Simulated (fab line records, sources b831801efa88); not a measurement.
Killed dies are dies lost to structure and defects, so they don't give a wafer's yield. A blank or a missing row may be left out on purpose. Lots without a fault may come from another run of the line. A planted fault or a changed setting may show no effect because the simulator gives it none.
Chamber matching | flow gf180mcu | GF_PASSIVATION_CVD_02 on pecvd-04: 3 sister chambers
The step deposits Si3N4, target thk 700 nm, time 486.18 s. 18 wafers are shown with their chamber, then 9 later ones without.

WAFERS WITH THEIR CHAMBER
wafer  | chamber | heater_power_w (W)
L074.1 | 2       | 761
L074.4 | 0       | 797
L074.6 | 1       | 684
L075.1 | 1       | 676
L075.3 | 2       | 643
L075.5 | 0       | 703
L082.3 | 0       | 828
L082.4 | 2       | 811
L082.5 | 1       | 643
L083.1 | 1       | 570
L083.4 | 1       | 621
L083.6 | 0       | 830
L086.1 | 0       | 784
L086.4 | 0       | 823
L086.6 | 1       | 662
L090.3 | 2       | 736
L090.5 | 2       | 773
L090.6 | 0       | 827

SIGNATURES (means of the wafers above)
reading        | chamber 0 | chamber 1 | chamber 2 | scatter within a chamber
heater_power_w | 798.86    | 642.67    | 744.80    | 50
Rule: a wafer's distance from a chamber is the root of the sum, over the readings, of the square of ((its reading less the chamber's mean) divided by the reading's scatter). The wafer belongs to the nearest chamber; if the next one is less than 2 further off, it can't be placed. The scatter: the root of (the sum of the squares of (reading less its chamber's mean) over the shown wafers, divided by (wafers less chambers)).

WAFERS WITHOUT THEIR CHAMBER
wafer  | heater_power_w (W)
L092.1 | 825
L092.2 | 674
L092.3 | 785
L094.1 | 838
L094.2 | 790
L094.3 | 623
L096.1 | 839
L096.2 | 708
L096.3 | 688

WHICH CHAMBER EACH WENT THROUGH
wafer  | from the rows above          | in truth
L092.1 | can't be placed: 0 or 2      | 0
L092.2 | can't be placed: 1 or 2 or 0 | 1
L092.3 | can't be placed: 0 or 2      | 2
L094.1 | can't be placed: 0 or 2      | 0
L094.2 | can't be placed: 0 or 2      | 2
L094.3 | 1                            | 1
L096.1 | can't be placed: 0 or 2      | 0
L096.2 | can't be placed: 2 or 1 or 0 | 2
L096.3 | can't be placed: 1 or 2 or 0 | 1
Placed correctly: 1 of 9. Can't be placed from these rows: 8 (the true chamber is among the candidates in 8). Placed wrongly: 0.
